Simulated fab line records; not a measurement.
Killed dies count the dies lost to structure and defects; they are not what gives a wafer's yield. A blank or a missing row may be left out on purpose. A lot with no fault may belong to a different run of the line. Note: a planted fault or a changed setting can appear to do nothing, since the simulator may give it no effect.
fab line records	flow sky130
record: lots: 7	wafers: 21	last-day: 47
route steps=708 shown POLY_GATE@235 LDD_N@237 PAD_OPEN@708
lots that met no fault: from a run of the same line without faults
start-h: hours from the record's opening day to when the first of the lot's shown wafers began	wait-h: hours elapsed since this lot's preceding step	" repeats the value in the row above	L1.1+2: a single row standing in for several wafers	- either no value or no given start	* or withheld: withheld	< > ~ a bound
route shown NAME@n: names a module that has steps shown in the file, with the first one's number in the route	usual: mean and standard deviation over wafers with no fault	same: alike in all rows	chamber/n: place in a boat	sites: readings site by site	_std_site: how widely they spread, as a standard deviation	_edge_site: the outer-site mean with the inner-site mean subtracted	radius-mm: how far each site lies from the wafer's centre	mask NAME#n: copy n	behind: the last tool/chamber to shape the wafer	hold: what put the lot on hold/how long, in hours/how the hold closed	device: transistor that didn't switch, given as n, p or np	end of line: at the end of the route, the tests of the same wafers	a step without rows: its recipe alone	killed: dies that structure and defects cost at the first sort, which is not the same as the wafer's yield	map: the dies of a wafer, with x for killed, . for not killed, _ for no die there
set.NAME: setting as actually run; set.NAME@STEP: the setting as run at that earlier step	model.NAME: the simulator's own value behind a step, which no gauge read
lots at selected steps of the route; one table per step, one row per wafer
services: a tool's chamber out of use, with start hour (start-h, from the record's first day; less than 0 if before it), hours out, and reason
== steps ==
step: SKY_POLY_GATE_THK_MEAS_21
recipe: reads: SiO2_of_POLY_GATE_OXIDATION_20
usual: POLY_GATE_OXIDATION_THK: 4.00/0.075
lot.wafer	tool	chamber	start-h	wait-h	POLY_GATE_OXIDATION_THK[nm]
L870.1	film-metro-04	-	407.07	0.0	3.98
L870.4	"	-	"	"	4.09
L870.6	"	-	"	"	4.00
L871.1	film-metro-03	-	408.04	0.0	3.84
L871.4	"	-	"	"	3.96
L871.5	"	-	"	"	3.90
L874.1	film-metro-03	-	409.82	0.0	4.04
L874.5	"	-	"	"	4.06
L874.6	"	-	"	"	4.06
L881.1	film-metro-03	-	462.94	0.0	3.87
L881.3	"	-	"	"	3.87
L881.6	"	-	"	"	3.84
L883.3	film-metro-01	-	483.25	0.0	4.06
L883.4	"	-	"	"	4.09
L883.6	"	-	"	"	4.02
L884.2	film-metro-01	-	490.00	0.0	4.03
L884.4	"	-	"	"	4.01
L884.5	"	-	"	"	4.07
L885.1	film-metro-01	-	499.39	0.0	3.91
L885.2	"	-	"	"	3.95
L885.4	"	-	"	"	3.99
step: SKY_POLY_GATE_CD_MEAS_22
usual: cd-nm: 149.6/2.1
lot.wafer	tool	chamber	start-h	wait-h	cd-nm
L870.1	cd-sem-02	-	407.13	0.1	147.4
L870.4	"	-	"	"	146.3
L870.6	"	-	"	"	147.1
L871.1	cd-sem-01	-	408.10	0.1	149.6
L871.4	"	-	"	"	148.7
L871.5	"	-	"	"	151.2
L874.1	cd-sem-01	-	409.88	0.1	147.6
L874.5	"	-	"	"	145.7
L874.6	"	-	"	"	147.5
L881.1	cd-sem-02	-	463.12	0.2	150.3
L881.3	"	-	"	"	146.9
L881.6	"	-	"	"	149.5
L883.3	cd-sem-02	-	483.35	0.1	149.8
L883.4	"	-	"	"	149.3
L883.6	"	-	"	"	147.1
L884.2	cd-sem-01	-	490.07	0.1	147.2
L884.4	"	-	"	"	149.9
L884.5	"	-	"	"	149.4
L885.1	cd-sem-02	-	499.45	0.1	147.9
L885.2	"	-	"	"	151.3
L885.4	"	-	"	"	150.7
step: SKY_LDD_N_DEHYDRATE_00
recipe: temp-c: 200	time-s: 60
step: SKY_LDD_N_HMDS_01
recipe: prime-time-s: 60	prime-temp-c: 120
step: SKY_LDD_N_COAT_02
recipe: resist: NOVOLAK	spin-rpm: 3000	resist-thk-nm: 300
step: SKY_LDD_N_SOFTBAKE_03
recipe: temp-c: 90	time-s: 60	resist: NOVOLAK
step: SKY_LDD_N_EXPOSE_04
recipe: mask-id: NTM	target-cd-nm: 840	na: 0.6	source-shape: conventional	sigma-outer: 0.6	dose-mj: 110
step: SKY_LDD_N_PEB_05
recipe: temp-c: withheld	time-s: *	resist: NOVOLAK
step: SKY_LDD_N_DEVELOP_06
recipe: develop-time-s: 60	dev-temp-c: 23
step: SKY_LDD_N_OVL_MEAS_07
usual: LDD_N_OVL: -0.8/1.2
lot.wafer	tool	chamber	start-h	wait-h	LDD_N_OVL[nm]
L870.1	overlay-01	-	436.04	0.1	-2.9
L870.4	"	-	"	"	-1.6
L870.6	"	-	"	"	-3.1
L871.1	overlay-01	-	437.69	0.1	-1.8
L871.4	"	-	"	"	-0.7
L871.5	"	-	"	"	1.5
L874.1	overlay-01	-	440.24	0.1	-0.1
L874.5	"	-	"	"	-0.1
L874.6	"	-	"	"	-1.2
L881.1	overlay-01	-	494.09	0.1	-2.0
L881.3	"	-	"	"	0.0
L881.6	"	-	"	"	-0.6
L883.3	overlay-02	-	514.05	0.1	1.6
L883.4	"	-	"	"	-0.5
L883.6	"	-	"	"	1.8
L884.2	overlay-01	-	519.95	0.1	0.2
L884.4	"	-	"	"	-0.3
L884.5	"	-	"	"	0.8
L885.1	overlay-01	-	529.64	0.1	-0.5
L885.2	"	-	"	"	-2.6
L885.4	"	-	"	"	-1.0
step: SKY_LDD_N_IMPLANT_08
recipe: species: As	energy-kev: 20	dose-cm2: 7.5e+13	tilt-deg: withheld	rotation-deg: 23
step: SKY_LDD_N_IMPLANT_09
recipe: species: As	energy-kev: 20	dose-cm2: 7.5e+13	tilt-deg: withheld	rotation-deg: 113
step: SKY_LDD_N_IMPLANT_10
recipe: species: As	energy-kev: 20	dose-cm2: 7.5e+13	tilt-deg: withheld	rotation-deg: 203
usual: implant-ion-amu: 75/0
lot.wafer	tool	chamber	start-h	wait-h	implant-ion-amu	model.implant.rp-nm	model.implant.drp-nm
L870.1	implanter-01	0	436.38	0.1	75	16.1	7.212
L870.4	"	0	"	"	75	16.1	7.212
L870.6	"	0	"	"	75	16.1	7.212
L871.1	implanter-01	0	438.03	0.1	75	15.38	7.212
L871.4	"	0	"	"	75	15.38	7.212
L871.5	"	0	"	"	75	15.38	7.212
L874.1	implanter-01	0	440.58	0.1	75	15.52	7.212
L874.5	"	0	"	"	75	15.52	7.212
L874.6	"	0	"	"	75	15.52	7.212
L881.1	implanter-04	0	494.43	0.1	75	15.93	7.212
L881.3	"	0	"	"	75	15.93	7.212
L881.6	"	0	"	"	75	15.93	7.212
L883.3	implanter-01	0	514.43	0.1	31	26.87	12.97
L883.4	"	0	"	"	31	26.87	12.97
L883.6	"	0	"	"	31	26.87	12.97
L884.2	implanter-02	0	520.30	0.1	31	28.34	12.97
L884.4	"	0	"	"	31	28.34	12.97
L884.5	"	0	"	"	31	28.34	12.97
L885.1	implanter-01	0	529.98	0.1	31	28.48	12.97
L885.2	"	0	"	"	31	28.48	12.97
L885.4	"	0	"	"	31	28.48	12.97
step: SKY_LDD_N_IMPLANT_11
recipe: species: As	energy-kev: 20	dose-cm2: 7.5e+13	tilt-deg: withheld	rotation-deg: 293
step: SKY_LDD_N_IMPLANT_12
recipe: species: BF2	energy-kev: 50	dose-cm2: 5e+12	tilt-deg: 30	rotation-deg: 0
step: SKY_LDD_N_IMPLANT_13
recipe: species: BF2	energy-kev: 50	dose-cm2: 5e+12	tilt-deg: 30	rotation-deg: 90
step: SKY_LDD_N_IMPLANT_14
recipe: species: BF2	energy-kev: 50	dose-cm2: 5e+12	tilt-deg: 30	rotation-deg: 180
step: SKY_LDD_N_IMPLANT_15
recipe: species: BF2	energy-kev: 50	dose-cm2: 5e+12	tilt-deg: 30	rotation-deg: 270
step: SKY_LDD_N_STRIP_16
recipe: chemistry: O2/N2	power-w: 1400	pressure-mtorr: 1500	platen-temp-c: withheld	o2-flow-sccm: 3000	n2-flow-sccm: 300	overash-fraction: 0.5
usual: drypump-motor-current-A: 5.8/0.41	n2-flow-sccm: 299.9/0.88	oes-product-au: 0.407/0.0045	strip-time-to-endpoint-s: 4.317/0.012
lot.wafer	tool	chamber	start-h	wait-h	drypump-motor-current-A	n2-flow-sccm	oes-product-au	rf-hours-counter-h	strip-time-to-endpoint-s
L870.1	plasma-asher-01	0	437.28	0.1	6.1	301.1	0.401	79	4.348
L870.4	"	0	"	"	6.1	299.8	0.407	-	4.319
L870.6	"	1	"	"	5.5	300.7	0.409	-	4.331
L871.1	plasma-asher-03	0	438.93	0.1	5.8	300.4	0.402	33	4.312
L871.4	"	0	"	"	5.8	300.5	0.412	-	4.323
L871.5	"	0	"	"	5.8	301.3	0.412	-	4.329
L874.1	plasma-asher-04	1	441.48	0.1	6.6	300.3	0.407	66	4.327
L874.5	"	0	"	"	5.7	300.4	0.402	-	4.318
L874.6	"	1	"	"	6.7	300.0	0.412	-	4.311
L881.1	plasma-asher-04	1	495.33	0.1	6.6	301.2	0.410	71	4.357
L881.3	"	1	"	"	6.5	300.9	0.404	-	4.319
L881.6	"	0	"	"	5.7	300.4	0.412	-	4.314
L883.3	plasma-asher-01	1	515.31	0.1	5.6	299.9	0.417	-	4.244
L883.4	"	0	"	"	6.1	299.4	0.404	-	4.237
L883.6	"	1	"	"	5.6	299.8	0.405	-	4.230
L884.2	plasma-asher-03	0	521.18	0.1	5.8	299.2	0.402	42	4.237
L884.4	"	0	"	"	5.8	300.7	0.416	-	4.220
L884.5	"	1	"	"	5.3	299.8	0.402	-	4.229
L885.1	plasma-asher-03	1	530.88	0.1	5.3	299.7	0.403	43	4.221
L885.2	"	0	"	"	5.8	300.9	0.412	43	4.230
L885.4	"	0	"	"	5.8	299.7	0.408	-	4.229
step: SKY_LDD_N_TW_MEAS_17
usual: LDD_N_TW: 2575/33
lot.wafer	tool	chamber	start-h	wait-h	LDD_N_TW
L870.1	film-metro-02	-	437.38	0.1	2545
L870.4	"	-	"	"	2560
L870.6	"	-	"	"	2554
L871.1	film-metro-02	-	439.03	0.1	2553
L871.4	"	-	"	"	2544
L871.5	"	-	"	"	2550
L874.1	film-metro-02	-	441.58	0.1	2545
L874.5	"	-	"	"	2559
L874.6	"	-	"	"	2555
L881.1	film-metro-02	-	495.43	0.1	2544
L881.3	"	-	"	"	2547
L881.6	"	-	"	"	2548
L883.3	film-metro-02	-	515.40	0.1	2497
L883.4	"	-	"	"	2500
L883.6	"	-	"	"	2494
L884.2	film-metro-02	-	521.29	0.1	2500
L884.4	"	-	"	"	2507
L884.5	"	-	"	"	2498
L885.1	film-metro-02	-	530.98	0.1	2510
L885.2	"	-	"	"	2507
L885.4	"	-	"	"	2498
step: SKY_PAD_OPEN_PROBE_99
usual: defect-limited-yield: 82.4/2	killed_at_M0_to_M3: 44/7.4	killed_at_M4_up: 3.0/1.6	killed-at-contacts: 24/5	killed-at-front-end: 15/4.6	killed-dies: 86/9.6	killed-open: 48/7.4	killed-short: 38/6.9	sort_bin_3_pad_short: 0.9/0.43	sort_bin_5_function: 10.4/1.3	sort_bin_6_memory: 6.3/1.2	sort-n-pass: 406/9.6	sort-yield-pct: 82.4/2
same: gross-dies: 492	killed-at-back-side: 0	killed-at-other: 0	sort_bin_4_leakage[%]: 0	sort_bin_8_speed[%]: 0
lot.wafer	tool	chamber	start-h	wait-h	defect-limited-yield[%]	killed_at_M0_to_M3	killed_at_M4_up	killed-at-contacts	killed-at-front-end	killed-dies	killed-open	killed-short	sort_bin_3_pad_short[%]	sort_bin_5_function[%]	sort_bin_6_memory[%]	sort-n-pass	sort-yield-pct[%]
L870.1	prober-02	-	1093.15	0.1	82.5	38	5	29	14	86	47	39	0.6	10.8	6.1	406	82.5
L870.4	prober-02	-	1093.30	0.2	80.7	50	2	24	19	95	53	41	0.6	10.8	7.9	397	80.7
L870.6	prober-02	-	1093.40	0.2	82.7	44	0	26	15	85	43	42	1.0	11.0	5.3	407	82.7
L871.1	prober-02	-	1107.96	0.1	83.9	45	1	24	9	79	49	30	0.4	8.9	6.7	413	83.9
L871.4	prober-02	-	1108.11	0.2	80.9	54	6	20	14	94	58	36	0.4	11.2	7.5	398	80.9
L871.5	prober-02	-	1108.16	0.2	84.6	40	2	18	16	76	47	29	1.0	9.6	4.9	416	84.6
L874.1	prober-01	-	1108.28	0.1	84.1	48	2	21	7	78	43	35	0.8	8.9	6.1	414	84.1
L874.5	prober-01	-	1108.48	0.2	79.5	57	2	22	20	101	64	37	0.8	13.0	6.7	391	79.5
L874.6	prober-01	-	1108.53	0.2	82.3	48	0	26	13	87	51	36	1.0	11.0	5.7	405	82.3
L881.1	prober-01	-	1132.47	0.1	81.3	49	6	27	10	92	49	43	0.4	12.6	5.7	400	81.3
L881.3	prober-01	-	1132.57	0.2	82.5	41	5	28	12	86	44	41	1.2	9.6	6.7	406	82.5
L881.6	prober-01	-	1132.72	0.2	83.3	46	6	17	13	82	39	43	0.6	10.0	6.1	410	83.3
killed by level:class
L870.1 CONTACT:geometric-particle:open=12 VIA1:geometric-particle:open=10 FIELD_ISO:geometric-particle:short=8 LI_CONTACT:geometric-particle:open=6 VIA3:geometric-particle:open=6 VIA1:geometric-particle:short=6 CONTACT:geometric-particle:short=5 VIA2:geometric-particle:open=5
L870.4 CONTACT:geometric-particle:open=12 VIA2:geometric-particle:open=10 VIA3:geometric-particle:open=10 VIA1:geometric-particle:open=8 METAL1:geometric-particle:short=6 POLY_GATE:geometric-particle:open=5 CONTACT:geometric-particle:short=5 POLY_GATE:geometric-particle:short=4
L870.6 CONTACT:geometric-particle:open=12 VIA3:geometric-particle:open=9 METAL1:geometric-particle:short=8 VIA1:geometric-particle:short=6 POLY_GATE:geometric-particle:short=5 LI_CONTACT:geometric-particle:open=5 CONTACT:geometric-particle:short=5 VIA1:geometric-particle:open=5
L871.1 VIA1:geometric-particle:open=17 LI_CONTACT:geometric-particle:open=7 CONTACT:geometric-particle:open=7 VIA2:geometric-particle:open=6 CONTACT:geometric-particle:short=6 VIA1:geometric-particle:short=6 METAL1:geometric-particle:short=4 VIA3:geometric-particle:open=4
L871.4 VIA1:geometric-particle:open=18 VIA2:geometric-particle:open=11 CONTACT:geometric-particle:open=10 METAL1:geometric-particle:short=6 FIELD_ISO:geometric-particle:open=5 LOCAL_INTERCONNECT:geometric-particle:short=5 METAL4:geometric-particle:short=5 FIELD_ISO:geometric-particle:short=4
L871.5 VIA1:geometric-particle:open=12 LI_CONTACT:geometric-particle:open=7 VIA3:geometric-particle:open=7 FIELD_ISO:geometric-particle:open=4 POLY_GATE:geometric-particle:open=4 METAL3:geometric-particle:short=4 POLY_GATE:geometric-particle:short=3 LI_CONTACT:geometric-particle:short=3
L874.1 LI_CONTACT:geometric-particle:open=9 METAL1:geometric-particle:short=9 VIA1:geometric-particle:open=8 VIA3:geometric-particle:open=8 VIA2:geometric-particle:open=6 CONTACT:geometric-particle:short=5 CONTACT:geometric-particle:open=5 METAL2:geometric-particle:short=5
L874.5 VIA1:geometric-particle:open=14 VIA2:geometric-particle:open=14 VIA3:geometric-particle:open=9 POLY_GATE:geometric-particle:short=8 METAL2:geometric-particle:short=7 CONTACT:geometric-particle:open=7 LI_CONTACT:geometric-particle:open=6 FIELD_ISO:geometric-particle:open=5
L874.6 VIA1:geometric-particle:open=15 CONTACT:geometric-particle:open=12 METAL1:geometric-particle:short=6 VIA1:geometric-particle:short=6 METAL2:geometric-particle:short=6 LI_CONTACT:geometric-particle:open=5 VIA2:geometric-particle:open=5 VIA3:geometric-particle:open=5
L881.1 VIA1:geometric-particle:open=12 CONTACT:geometric-particle:open=10 METAL1:geometric-particle:short=9 VIA3:geometric-particle:open=8 LI_CONTACT:geometric-particle:open=5 CONTACT:geometric-particle:short=5 VIA1:geometric-particle:short=5 FIELD_ISO:geometric-particle:short=4
L881.3 CONTACT:geometric-particle:open=14 VIA1:geometric-particle:open=7 VIA2:geometric-particle:open=7 CONTACT:geometric-particle:short=6 POLY_GATE:geometric-particle:short=5 VIA1:geometric-particle:short=5 LI_CONTACT:geometric-particle:open=4 METAL3:geometric-particle:short=4
L881.6 VIA1:geometric-particle:open=10 VIA3:geometric-particle:open=7 FIELD_ISO:geometric-particle:short=6 CONTACT:geometric-particle:short=6 VIA1:geometric-particle:short=6 VIA2:geometric-particle:open=6 METAL4:geometric-particle:short=5 METAL1:geometric-particle:short=5
== services ==
tool	chamber	start-h	hours	kind
implanter-02	-	428.59	1.8	repair
implanter-01	-	433.78	1.2	repair
implanter-04	-	434.79	2.1	repair
plasma-asher-01	-	440.93	0.7	repair
implanter-04	-	468.03	4.2	pm
implanter-04	-	475.30	0.7	repair
implanter-02	-	479.82	3.3	pm
implanter-04	-	482.06	4.3	pm
implanter-01	-	482.86	2.8	repair
implanter-04	-	507.60	5.8	repair
plasma-asher-01	-	519.53	15.6	pm
implanter-01	-	521.88	0.6	repair
implanter-02	-	527.11	3.9	repair
== key ==
first-sign: step: SKY_LDD_N_IMPLANT_10	reading: implant-ion-amu	direction: down	sigmas: 99+	usual: 75	struck: 31
effect: step: SKY_LDD_N_STRIP_16	reading: strip-time-to-endpoint-s	direction: down	sigmas: 6.9	usual: *	struck: *
effect: step: SKY_LDD_N_TW_MEAS_17	reading: LDD_N_TW	direction: down	sigmas: 2.2	usual: 2575	struck: 2501
model-effect: step: SKY_LDD_N_IMPLANT_10	value: implant.rp-nm	without: 15.85	struck: 27.9
met-at SKY_LDD_N_IMPLANT_10
struck-wafers L883.3,L883.4,L883.6,L884.2,L884.4,L884.5,L885.1,L885.2,L885.4
rows-end L883.3,L883.4,L883.6,L884.2,L884.4,L884.5,L885.1,L885.2,L885.4
onset-between 440.58 514.43
fault: kind: wrong-recipe-download	tool: implanter-01,implanter-02,implanter-04	chamber: -	onset-h: 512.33	steps: SKY_LDD_N_IMPLANT_10	wrong-recipe.not-listed: 1
rows-end: these wafers met a further fault down the route, and their rows from its step on are left out
